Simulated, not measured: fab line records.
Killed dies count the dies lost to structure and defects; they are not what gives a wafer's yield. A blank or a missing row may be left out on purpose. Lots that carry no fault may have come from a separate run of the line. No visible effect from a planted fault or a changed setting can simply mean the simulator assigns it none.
fab line records    flow sky130
[record] lots = 5  wafers = 15  last_day = 50
route steps=708 shown METAL5@664 PASSIVATION@681 PAD_OPEN@694
lots that met no fault: taken from a fault-free run of the same line
start_h: hours from the record's first day to the start of the lot's first wafer shown    wait_h: time in hours since the lot's previous step    " unchanged from the row above    L1.1+2: one row covering several wafers at once    - either no value or no given start    * or withheld: withheld    < > ~ a bound
route shown NAME@n: a module of which the file shows steps, and the number in the route of the first    usual: mean/standard deviation taken from wafers without a fault    same: alike in all rows    chamber/n: place in a boat    sites: readings site by site    _std_site: how widely they spread, as a standard deviation    _edge_site: the outer-site mean with the inner-site mean subtracted    radius_mm: how far each site lies from the wafer's centre    mask NAME#n: copy n    behind: the tool/chamber that last shaped the wafer    hold: why the lot was held/for how many hours/how that ended    device: which transistor (n, p or np) failed to switch    end of line: the tests these same wafers got at the end of their route    a step with no rows: only its recipe    killed: count of dies lost to structure and defects at first sort (not the wafer's yield)    map: a wafer's dies, x killed, . not, _ none there
set.NAME: the setting the step ran with; set.NAME@STEP: the setting that earlier step ran with    model.NAME: the simulator's own value behind a step, which no gauge read
lots at some steps of the route; a table a step, a row a wafer
services: when a tool's chamber went out of use (start_h, in hours from the record's first day, below 0 if earlier), for how many hours, and the reason
[[steps]]
[step SKY_METAL5_SPUTTER_03]
[recipe] material = Ti  target_thk_nm = 5  power_w = 3039  time_s = 3.3  chamber_pressure_pa = 0.4
[usual] throttle_valve_pct = 30.5/0.93
lot.wafer  tool            chamber  start_h  wait_h  throttle_valve_pct
L127.1     pvd_sputter-01  -        1007.18  0.0     29.2
L127.4     "               -        "        "       29.6
L127.5     "               -        "        "       29.1
L131.4     pvd_sputter-01  -        1040.72  0.0     29.1
L131.5     "               -        "        "       29.2
L131.6     "               -        "        "       30.6
L138.2     pvd_sputter-04  -        1084.32  0.0     30.7
L138.3     "               -        "        "       29.6
L138.5     "               -        "        "       29.7
L140.3     pvd_sputter-01  -        1087.90  0.0     31.0
L140.4     "               -        "        "       30.9
L140.6     "               -        "        "       31.2
L149.1     pvd_sputter-03  -        1144.50  0.0     30.3
L149.2     "               -        "        "       29.5
L149.3     "               -        "        "       32.9
[step SKY_METAL5_SPUTTER_04]
[recipe] material = TiN  target_thk_nm = 70  power_w = 6500  time_s = 58.3  chamber_pressure_pa = 0.4
[step SKY_METAL5_RS_MEAS_05]
[recipe] thk_meas_gauge = four-point-probe  reads = TiN_of_METAL5_SPUTTER_04+Ti_of_METAL5_SPUTTER_03+AlCu_of_METAL5_SPUTTER_02+TiN_of_METAL5_SPUTTER_01+Ti_of_METAL5_SPUTTER_00
[usual] METAL5_ALCU_RS = 0.02711/0.0003
lot.wafer  tool           chamber  start_h  wait_h  METAL5_ALCU_RS[ohm/sq]
L127.1     film_metro-02  -        1007.25  0.0     0.02727
L127.4     "              -        "        "       0.02698
L127.5     "              -        "        "       0.02737
L131.4     film_metro-01  -        1040.85  0.1     0.02766
L131.5     "              -        "        "       0.02764
L131.6     "              -        "        "       0.02747
L138.2     film_metro-01  -        1084.41  0.0     0.02698
L138.3     "              -        "        "       0.02694
L138.5     "              -        "        "       0.02686
L140.3     film_metro-01  -        1088.01  0.1     0.02743
L140.4     "              -        "        "       0.02733
L140.6     "              -        "        "       0.02747
L149.1     film_metro-01  -        1144.57  0.0     0.02735
L149.2     "              -        "        "       0.02738
L149.3     "              -        "        "       0.02767
[step SKY_METAL5_THK_MEAS_06]
[recipe] thk_meas_gauge = xrf  reads = AlCu_of_METAL5_SPUTTER_02
[usual] METAL5_ALCU_THK = 1126/16
lot.wafer  tool           chamber  start_h  wait_h  METAL5_ALCU_THK[nm]
L127.1     film_metro-02  -        1007.37  0.1     1129
L127.4     "              -        "        "       1144
L127.5     "              -        "        "       1120
L131.4     film_metro-01  -        1040.94  0.1     1092
L131.5     "              -        "        "       1102
L131.6     "              -        "        "       1112
L138.2     film_metro-01  -        1084.52  0.1     1143
L138.3     "              -        "        "       1134
L138.5     "              -        "        "       1145
L140.3     film_metro-01  -        1088.11  0.1     1113
L140.4     "              -        "        "       1118
L140.6     "              -        "        "       1120
L149.1     film_metro-01  -        1144.69  0.1     1100
L149.2     "              -        "        "       1111
L149.3     "              -        "        "       1089
[step SKY_METAL5_DEHYDRATE_07]
[recipe] temp_c = 200  time_s = 60
[step SKY_METAL5_HMDS_08]
[recipe] prime_time_s = 60  prime_temp_c = 120
[step SKY_METAL5_COAT_09]
[recipe] resist = NOVOLAK  spin_rpm = 3000  resist_thk_nm = 1800
[step SKY_METAL5_SOFTBAKE_10]
[recipe] temp_c = 90  time_s = 58.65  resist = NOVOLAK
[step SKY_METAL5_EXPOSE_11]
[recipe] mask_id = MM5  na = 0.6  source_shape = conventional  sigma_outer = 0.6  polarization = unpolarized  target_cd_nm = 1600  dose_mj = 190
[step SKY_METAL5_PEB_12]
[recipe] temp_c = withheld  time_s = *  resist = NOVOLAK
[step SKY_METAL5_DEVELOP_13]
[recipe] resist = NOVOLAK  developer = TMAH  develop_time_s = 60  dev_temp_c = 23
[step SKY_METAL5_DESCUM_14]
[recipe] chemistry = O2  source_power_w = 150  bias_power_w = 0  pressure_mtorr = 10  temp_c = 40  time_s = 11
[usual] drypump_motor_current_A = 5.4/0.36  he_backside_leak_sccm = 3.27/0.27  oes_product_au = 1.008/0.016
lot.wafer  tool          chamber  start_h  wait_h  drypump_motor_current_A  he_backside_leak_sccm  oes_product_au  rf_hours_counter_h
L127.1     rie_metal-03  1        1029.84  0.1     4.8                      3.44                   0.985           17
L127.4     "             1        "        "       4.7                      3.40                   0.992           -
L127.5     "             0        "        "       5.7                      3.16                   1.031           -
L131.4     rie_metal-04  1        1062.25  0.1     5.6                      3.02                   1.007           -
L131.5     "             0        "        "       5.6                      3.07                   1.017           -
L131.6     "             1        "        "       5.5                      3.14                   1.004           -
L138.2     rie_metal-01  1        1105.10  0.1     5.6                      3.40                   1.021           -
L138.3     "             1        "        "       5.7                      3.44                   1.019           -
L138.5     "             1        "        "       5.7                      3.29                   1.012           -
L140.3     rie_metal-01  1        1108.26  0.1     5.6                      3.47                   1.019           -
L140.4     "             1        "        "       5.6                      3.46                   1.014           -
L140.6     "             1        "        "       5.7                      3.51                   1.012           -
L149.1     rie_metal-03  0        1160.39  0.1     5.7                      3.26                   1.018           27
L149.2     "             0        "        "       5.7                      3.40                   1.025           -
L149.3     "             0        "        "       5.7                      3.43                   1.021           -
[step SKY_METAL5_METAL_ETCH_15]
[recipe] target_depth_a = 12600  stop_on = SiO2  over_etch_frac = 0.2  time_s = 252  chemistry = Cl2/BCl3  resist_sidewall_deg = 86  pressure_mtorr = 10  icp_w = 900  bias_w = 48.5  Cl2_flow_sccm = 60  bcl3_flow_sccm = 30
[usual] drypump_motor_current_A = 5.4/0.37  he_backside_leak_sccm = 3.24/0.16  oes_product_au = 0.894/0.0053  throttle_valve_pct = 22.263/0.0089
lot.wafer  tool          chamber  start_h  wait_h  drypump_motor_current_A  he_backside_leak_sccm  oes_product_au  rf_hours_counter_h  throttle_valve_pct
L127.1     rie_metal-03  1        1029.87  0.0     4.8                      3.36                   0.888           17                  22.261
L127.4     "             1        "        "       4.8                      3.26                   0.898           -                   22.263
L127.5     "             0        "        "       5.7                      3.14                   0.903           -                   22.273
L131.4     rie_metal-04  1        1062.35  0.1     5.5                      3.12                   0.897           -                   22.267
L131.5     "             0        "        "       5.6                      3.20                   0.891           -                   22.259
L131.6     "             1        "        "       5.6                      3.02                   0.890           -                   22.266
L138.2     rie_metal-01  1        1105.23  0.1     5.6                      3.74                   0.897           -                   22.242
L138.3     "             1        "        "       5.6                      3.60                   0.897           -                   22.260
L138.5     "             1        "        "       5.7                      3.48                   0.900           -                   22.262
L140.3     rie_metal-01  1        1108.46  0.2     5.6                      3.57                   0.895           -                   22.259
L140.4     "             1        "        "       5.7                      3.56                   0.902           -                   22.279
L140.6     "             1        "        "       5.7                      3.33                   0.899           -                   22.242
L149.1     rie_metal-03  0        1160.46  0.1     5.7                      3.09                   0.902           27                  22.258
L149.2     "             0        "        "       5.7                      3.32                   0.900           -                   22.253
L149.3     "             0        "        "       5.7                      3.12                   0.893           -                   22.271
[step SKY_METAL5_STRIP_16]
[recipe] chemistry = O2/N2  power_w = 1400  pressure_mtorr = 1500  platen_temp_c = withheld  o2_flow_sccm = 3000  n2_flow_sccm = 300  overash_fraction = 0.5
[usual] drypump_motor_current_A = 5.8/0.38  n2_flow_sccm = 299.9/0.89  oes_product_au = 0.710/0.0044  strip_time_to_endpoint_s = 12.98/0.18
lot.wafer  tool             chamber  start_h  wait_h  drypump_motor_current_A  n2_flow_sccm  oes_product_au  rf_hours_counter_h  strip_time_to_endpoint_s
L127.1     plasma_asher-02  0        1030.11  0.2     5.6                      298.5         0.717           79                  13.17
L127.4     "                0        "        "       5.6                      299.5         0.714           -                   13.05
L127.5     "                0        "        "       5.6                      300.6         0.708           -                   12.83
L131.4     plasma_asher-02  0        1062.54  0.1     5.6                      300.2         0.709           -                   13.15
L131.5     "                1        "        "       5.6                      299.8         0.708           -                   13.00
L131.6     "                0        "        "       5.6                      298.5         0.705           -                   13.13
L138.2     plasma_asher-01  0        1105.62  0.3     5.2                      300.3         0.708           4                   12.83
L138.3     "                0        "        "       5.2                      300.9         0.710           -                   12.83
L138.5     "                1        "        "       5.4                      300.4         0.709           -                   12.81
L140.3     plasma_asher-04  1        1108.81  0.3     6.3                      298.2         0.709           -                   12.95
L140.4     "                0        "        "       6.2                      300.8         0.713           -                   12.98
L140.6     "                0        "        "       6.2                      300.1         0.713           -                   13.06
L149.1     plasma_asher-02  0        1160.93  0.4     5.6                      300.1         0.707           88                  12.77
L149.2     "                1        "        "       5.6                      299.4         0.710           88                  12.73
L149.3     "                1        "        "       5.6                      299.2         0.710           -                   12.77
[step SKY_METAL5_STRIP_17]
[recipe] chemistry = post_etch_residue_remover  time_s = 1200  temp_c = 72.5
[step SKY_METAL5_CLEAN_18]
[recipe] chemistry = IPA  time_s = 180  temp_c = 25
[step SKY_METAL5_CLEAN_19]
[recipe] chemistry = O3/DIW  dry = n2_spin
[step SKY_PASSIVATION_CVD_00]
[recipe] material = SiO2  target_thk_nm = 90  temp_c = 400  time_s = withheld  rf_w = 600
[step SKY_PASSIVATION_THK_MEAS_01]
[recipe] reads = SiO2_of_PASSIVATION_CVD_00
[usual] PASSIVATION_CVD_00_THK = 89.6/1.2
lot.wafer  tool           chamber  start_h  wait_h  PASSIVATION_CVD_00_THK[nm]
L127.1     film_metro-02  -        1030.75  -       87.5
L127.4     "              -        "        "       90.8
L127.5     "              -        "        "       89.5
L131.4     film_metro-03  -        1063.15  -       91.1
L131.5     "              -        "        "       91.5
L131.6     "              -        "        "       91.8
L138.2     film_metro-03  -        1106.32  -       87.4
L138.3     "              -        "        "       88.0
L138.5     "              -        "        "       90.3
L140.3     film_metro-02  -        1109.41  -       88.9
L140.4     "              -        "        "       92.2
L140.6     "              -        "        "       90.2
L149.1     film_metro-03  -        1161.60  -       87.2
L149.2     "              -        "        "       87.9
L149.3     "              -        "        "       87.9
[step SKY_PASSIVATION_CVD_02]
[recipe] material = Si3N4  target_thk_nm = 540  temp_c = 400  time_s = withheld  rf_w = 450
[usual] heater_power_w = 749/120
lot.wafer  tool      chamber  start_h  wait_h  heater_power_w
L127.1     pecvd-02  2        1030.81  0.1     662
L127.4     "         2        "        "       708
L127.5     "         2        "        "       718
L131.4     pecvd-04  1        1063.29  0.1     686
L131.5     "         0        "        "       712
L131.6     "         2        "        "       986
L138.2     pecvd-02  1        1106.37  0.0     777
L138.3     "         2        "        "       635
L138.5     "         1        "        "       828
L140.3     pecvd-04  0        1109.45  0.0     669
L140.4     "         0        "        "       717
L140.6     "         1        "        "       725
L149.1     pecvd-02  0        1161.66  0.1     1025
L149.2     "         1        "        "       756
L149.3     "         2        "        "       676
[step SKY_PASSIVATION_THK_MEAS_03]
[recipe] reads = Si3N4_of_PASSIVATION_CVD_02
[usual] PASSIVATION_CVD_02_THK = 542/9
lot.wafer  tool           chamber  start_h  wait_h  PASSIVATION_CVD_02_THK[nm]
L127.1     film_metro-03  -        1031.15  -       548
L127.4     "              -        "        "       556
L127.5     "              -        "        "       554
L131.4     film_metro-04  -        1063.44  -       544
L131.5     "              -        "        "       545
L131.6     "              -        "        "       537
L138.2     film_metro-02  -        1106.60  -       557
L138.3     "              -        "        "       549
L138.5     "              -        "        "       567
L140.3     film_metro-04  -        1109.69  -       540
L140.4     "              -        "        "       539
L140.6     "              -        "        "       540
L149.1     film_metro-04  -        1161.89  -       540
L149.2     "              -        "        "       547
L149.3     "              -        "        "       546
[step SKY_PASSIVATION_DEHYDRATE_04]
[recipe] temp_c = 200  time_s = 60
[step SKY_PASSIVATION_HMDS_05]
[recipe] prime_time_s = 60  prime_temp_c = 120
[step SKY_PASSIVATION_COAT_06]
[recipe] spin_rpm = 2000  resist_thk_nm = 3000
[step SKY_PASSIVATION_SOFTBAKE_07]
[recipe] temp_c = 110  time_s = withheld
[step SKY_PASSIVATION_EXPOSE_08]
[recipe] mask_id = NSM  target_cd_nm = 3000  na = 0.57  dose_mj = 260
[step SKY_PASSIVATION_PEB_09]
[recipe] temp_c = 115  time_s = withheld
[step SKY_PASSIVATION_DEVELOP_10]
[recipe] develop_time_s = 60  dev_temp_c = 23
[step SKY_PASSIVATION_ETCH_11]
[recipe] chemistry = CF4/O2  target_depth_nm = 725  stop_on = AlCu  source_w = 800  bias_w = 150  pressure_mtorr = 150  cf4_flow_sccm = 80  O2_flow_sccm = 10  time_s = 161.1
[step SKY_PASSIVATION_STRIP_12]
[recipe] chemistry = O2/N2  power_w = 1400  pressure_mtorr = 1500  platen_temp_c = withheld  overash_fraction = 0.7  o2_flow_sccm = 3000  n2_flow_sccm = 300
[step SKY_PAD_OPEN_DEHYDRATE_00]
[recipe] temp_c = 200  time_s = 60
[step SKY_PAD_OPEN_HMDS_01]
[recipe] prime_time_s = 60  prime_temp_c = 120
[step SKY_PAD_OPEN_COAT_02]
[recipe] spin_rpm = 2000  resist_thk_nm = 3000
[step SKY_PAD_OPEN_SOFTBAKE_03]
[recipe] temp_c = 110  time_s = withheld
[step SKY_PAD_OPEN_EXPOSE_04]
[recipe] mask_id = PDM  target_cd_nm = 60000  na = 0.57  dose_mj = 260
[step SKY_PAD_OPEN_PEB_05]
[recipe] temp_c = 115  time_s = withheld
[step SKY_PAD_OPEN_DEVELOP_06]
[recipe] develop_time_s = 60  dev_temp_c = 23
[step SKY_PAD_OPEN_ETCH_07]
[recipe] chemistry = CF4/O2  target_depth_nm = 725  stop_on = AlCu  source_w = 800  bias_w = 152.6  pressure_mtorr = 150  cf4_flow_sccm = 80  O2_flow_sccm = 10  time_s = 161.1
[step SKY_PAD_OPEN_STRIP_08]
[recipe] chemistry = O2/N2  power_w = 1400  pressure_mtorr = 1500  platen_temp_c = withheld  overash_fraction = 0.7  o2_flow_sccm = 3000  n2_flow_sccm = 300
[usual] drypump_motor_current_A = 5.8/0.51  n2_flow_sccm = 300.0/0.89  oes_product_au = 0.663/0.0043  strip_time_to_endpoint_s = 37.11/0.1
lot.wafer  tool             chamber  start_h  wait_h  drypump_motor_current_A  n2_flow_sccm  oes_product_au  rf_hours_counter_h  strip_time_to_endpoint_s
L127.1     plasma_asher-03  1        1075.30  0.1     6.7                      299.2         0.657           66                  37.01
L127.4     "                0        "        "       5.7                      300.5         0.668           -                   37.05
L127.5     "                1        "        "       6.6                      300.8         0.660           -                   37.10
L131.4     plasma_asher-01  1        1105.23  0.1     5.4                      300.4         0.659           -                   37.11
L131.5     "                1        "        "       5.5                      299.6         0.654           -                   37.09
L131.6     "                0        "        "       5.3                      300.8         0.660           -                   37.05
L138.2     plasma_asher-01  0        1145.39  0.1     5.3                      301.9         0.661           9                   37.23
L138.3     "                0        "        "       5.3                      300.2         0.665           -                   37.17
L138.5     "                1        "        "       5.4                      299.9         0.665           -                   37.27
L140.3     plasma_asher-03  0        1148.24  0.1     5.7                      300.2         0.660           -                   37.09
L140.4     "                1        "        "       6.7                      299.0         0.668           -                   36.85
L140.6     "                1        "        "       6.6                      299.9         0.670           -                   37.05
L149.1     plasma_asher-02  0        1193.61  0.1     5.6                      300.0         0.659           91                  37.06
L149.2     "                1        "        "       5.6                      299.8         0.662           91                  37.14
L149.3     "                1        "        "       5.7                      299.7         0.664           -                   37.22
[step SKY_PAD_OPEN_STRIP_09]
[recipe] chemistry = post_etch_residue_remover  time_s = 1200  temp_c = 72.5
[step SKY_PAD_OPEN_CLEAN_10]
[recipe] chemistry = IPA  time_s = 180  temp_c = 25
[step SKY_PAD_OPEN_CLEAN_11]
[recipe] chemistry = O3/DIW  dry = n2_spin
[step SKY_PAD_OPEN_PROBE_99]
[usual] defect_limited_yield = 82.6/1.9  killed_at_M0_to_M3 = 42/7  killed_at_M4_up = 3.2/1.6  killed_at_contacts = 24/5.8  killed_at_front_end = 16/4.3  killed_at_other = 0.3/0.62  killed_dies = 86/9.5  killed_open = 46/6.4  killed_short = 39/6.3  sort_bin_3_pad_short = 0.9/0.43  sort_bin_5_function = 10.5/1.4  sort_bin_6_memory = 6.1/1.2  sort_n_pass = 406/9.5  sort_yield_pct = 82.6/1.9
[same] gross_dies = 492  killed_at_back_side = 0  sort_bin_4_leakage[%] = 0  sort_bin_8_speed[%] = 0
lot.wafer  tool       chamber  start_h  wait_h  defect_limited_yield[%]  killed_at_M0_to_M3  killed_at_M4_up  killed_at_contacts  killed_at_front_end  killed_at_other  killed_dies  killed_open  killed_short  sort_bin_3_pad_short[%]  sort_bin_5_function[%]  sort_bin_6_memory[%]  sort_n_pass  sort_yield_pct[%]  model.etest.tester.sort_n_pass  model.etest.tester.sort_yield_pct  model.etest.tester.sort_bin_5_pct  model.etest.tester.sort_bin_3_pct
L127.1     prober-02  -        1077.51  0.1     82.1                     47                  3                20                  18                   0                88           46           42            1.6                      10.8                    5.5                   404          82.1               404                             82.11                              10.77                              1.626
L127.4     prober-02  -        1077.66  0.2     82.7                     40                  2                23                  20                   0                85           51           34            1.0                      10.6                    5.7                   407          82.7               407                             82.72                              10.57                              1.016
L127.5     prober-02  -        1077.71  0.2     79.1                     50                  2                29                  22                   0                103          62           41            0.4                      14.0                    6.5                   389          79.1               389                             79.06                              14.02                              0.4065
L131.4     prober-02  -        1107.56  0.2     82.5                     50                  1                15                  19                   1                86           54           31            0.6                      11.4                    5.5                   406          82.5               406                             82.52                              11.38                              0.6098
L131.5     prober-02  -        1107.61  0.2     82.9                     39                  3                25                  17                   0                84           47           36            0.8                      7.3                     8.9                   408          82.9               408                             82.93                              7.317                              0.813
L131.6     prober-02  -        1107.66  0.2     83.5                     48                  4                12                  14                   3                81           44           34            0.6                      10.4                    5.5                   411          83.5               411                             83.54                              10.37                              0.6098
L140.3     prober-01  -        1150.55  0.2     74.2                     55                  34               23                  15                   0                127          51           46            2.2                      14.2                    9.3                   365          74.2               365                             74.19                              14.23                              2.236
L140.4     prober-01  -        1150.60  0.2     80.3                     35                  31               19                  12                   0                97           37           31            2.6                      11.8                    5.3                   395          80.3               395                             80.28                              11.79                              2.642
L140.6     prober-01  -        1150.70  0.2     81.1                     34                  28               18                  13                   0                93           37           27            2.2                      10.2                    6.5                   399          81.1               399                             81.1                               10.16                              2.236
// killed by level:class
L127.1 VIA1:geometric_particle:open=14 CONTACT:geometric_particle:open=10 METAL2:geometric_particle:short=7 FIELD_ISO:geometric_particle:short=6 CONTACT:geometric_particle:short=6 POLY_GATE:geometric_particle:short=4 VIA2:geometric_particle:open=4 LI_CONTACT:geometric_particle:open=4
L127.4 VIA1:geometric_particle:open=14 LI_CONTACT:geometric_particle:open=9 CONTACT:geometric_particle:open=8 POLY_GATE:geometric_particle:short=6 VIA2:geometric_particle:open=6 FIELD_ISO:geometric_particle:open=4 METAL1:geometric_particle:short=4 METAL2:geometric_particle:short=4
L127.5 CONTACT:geometric_particle:open=11 VIA1:geometric_particle:open=11 POLY_GATE:geometric_particle:open=10 VIA3:geometric_particle:open=10 VIA2:geometric_particle:open=6 POLY_GATE:geometric_particle:short=5 LI_CONTACT:geometric_particle:open=5 LOCAL_INTERCONNECT:geometric_particle:short=5
L131.4 VIA1:geometric_particle:open=11 VIA2:geometric_particle:open=11 CONTACT:geometric_particle:open=7 POLY_GATE:geometric_particle:open=6 FIELD_ISO:geometric_particle:open=5 METAL1:geometric_particle:short=5 VIA1:geometric_particle:short=5 VIA3:geometric_particle:open=5
L131.5 VIA1:geometric_particle:open=16 LOCAL_INTERCONNECT:geometric_particle:short=9 VIA3:geometric_particle:open=8 FIELD_ISO:geometric_particle:short=7 LI_CONTACT:geometric_particle:open=6 CONTACT:geometric_particle:open=5 FIELD_ISO:geometric_particle:open=4 CONTACT:geometric_particle:short=4
L131.6 VIA1:geometric_particle:open=7 VIA3:geometric_particle:open=7 CONTACT:geometric_particle:open=6 VIA2:geometric_particle:open=6 METAL1:geometric_particle:short=4 METAL2:geometric_particle:short=4 METAL2:coat_microbubble_printed=3 FIELD_ISO:geometric_particle:open=3
L140.3 METAL5:unspecified=30 CONTACT:geometric_particle:open=11 METAL2:geometric_particle:short=10 VIA1:geometric_particle:open=10 VIA3:geometric_particle:open=10 LOCAL_INTERCONNECT:geometric_particle:short=8 METAL1:geometric_particle:short=6 VIA1:geometric_particle:short=6
L140.4 METAL5:unspecified=29 VIA1:geometric_particle:open=10 VIA2:geometric_particle:open=8 LOCAL_INTERCONNECT:geometric_particle:short=6 CONTACT:geometric_particle:open=6 CONTACT:geometric_particle:short=4 METAL2:geometric_particle:short=4 FIELD_ISO:geometric_particle:short=3
L140.6 METAL5:unspecified=28 CONTACT:geometric_particle:open=7 VIA3:geometric_particle:open=7 VIA2:geometric_particle:open=6 FIELD_ISO:geometric_particle:open=4 FIELD_ISO:geometric_particle:short=4 LI_CONTACT:geometric_particle:open=4 CONTACT:geometric_particle:short=4
// map L140.3 (x killed, . not)
__________x.x.x...xx_________
________......x....x.x_______
______xx....x.....xx.x.x_____
_____xxx.x......x....x...____
____xxxxxx...xx...........___
___xxxxx.x...x.......x.....__
__xxxxxx..xx.x..........xx.._
_xxxxx.............xx..x..xxx
_.x..xx..x.x........xx.......
_...x.xx.......xxx...x.......
_.x.x..x....x....x.xxx.....x.
_.x.......x..........x.......
_....xx.....x.........x..x...
_..x.....x..............x..x.
_..x......x..............xx..
__....xxx....x......xx....x._
___...x..x..x....x......xx.__
____..x.............x.x...___
_____..x.x........x.....x____
______x.x......x.......x_____
________xx..x..x.x...._______
__________.........._________
// map L138.5 (x killed, . not)
__________...x......_________
________x..x....x....x_______
______.xxx....x...x....._____
_____.....x........x.x..x____
____........x...x......xx.___
___x..xx...x...............__
__.x.xx....x...x........x..x_
_.........xx.....x.....x.....
_..x.x.x.xx.x....xx......x...
_..........x......x.....x..x.
_.....x......x....x.x........
_xx.......x.x.xx.x...........
_.x..........xx......x..x.xx.
_....................x......x
_...x..x.xx.x...........xx...
__...x...............xx.x..x_
___.x.....x.....x.x.....x..__
____.......x...........x..___
_____x......xx.........x.____
______..xx...x.....x.x.._____
________.............x_______
__________......x.x._________
[[services]]
tool             chamber  start_h  hours  kind
pecvd-02         0        986.71   15.3   repair
plasma_asher-04  -        991.35   2.8    pm
plasma_asher-03  -        997.20   2.8    pm
rie_metal-04     -        1012.60  15.6   pm
pvd_sputter-03   -        1021.54  1.8    repair
rie_metal-04     -        1041.82  0.6    repair
pecvd-02         0        1046.29  2.5    repair
plasma_asher-04  -        1046.86  0.4    repair
rie_metal-01     -        1053.14  28.1   pm
plasma_asher-01  -        1055.25  9.0    pm
pvd_sputter-01   -        1057.13  1.6    repair
pecvd-02         0        1059.76  13.1   repair
rie_metal-04     -        1070.99  28.1   pm
plasma_asher-03  -        1073.86  1.0    repair
pecvd-02         -        1089.39  1.6    repair
pvd_sputter-01   -        1090.29  2.6    repair
plasma_asher-02  -        1091.69  37.2   repair
pecvd-04         -        1097.18  4.3    repair
rie_metal-01     -        1106.37  0.3    repair
rie_metal-04     0        1115.39  3.4    repair
pecvd-04         -        1124.77  2.3    repair
pvd_sputter-01   -        1167.31  5.2    repair
plasma_asher-01  -        1175.11  14.6   pm
plasma_asher-02  -        1190.25  1.9    repair
[[key]]
[first_sign] step = SKY_PAD_OPEN_PROBE_99  reading = killed_at_M4_up  direction = up  sigmas = 17  usual = 3.2  struck = 31
[effect] step = SKY_PAD_OPEN_PROBE_99  reading = sort_bin_3_pad_short  direction = up  sigmas = 3.5  usual = 0.9  struck = 2.4
[model_effect] step = SKY_PAD_OPEN_PROBE_99  value = etest.tester.sort_n_pass  without = 412.3  struck = 386.3
met_at SKY_METAL5_METAL_ETCH_15
struck_wafers L140.3,L140.4,L140.6
onset_between 1105.23 1108.46
also_fits SKY_METAL5_SPUTTER_03:pvd_sputter-01,SKY_METAL5_DESCUM_14:rie_metal-01,SKY_METAL5_STRIP_16:plasma_asher-04,SKY_PASSIVATION_CVD_02:pecvd-04
[fault] kind = chamber_particle_source  tool = rie_metal-01  chamber = 1  onset_h = 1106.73  steps = SKY_METAL5_METAL_ETCH_15  rate_per_visit_cm2 = 0.99052  end_h = 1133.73
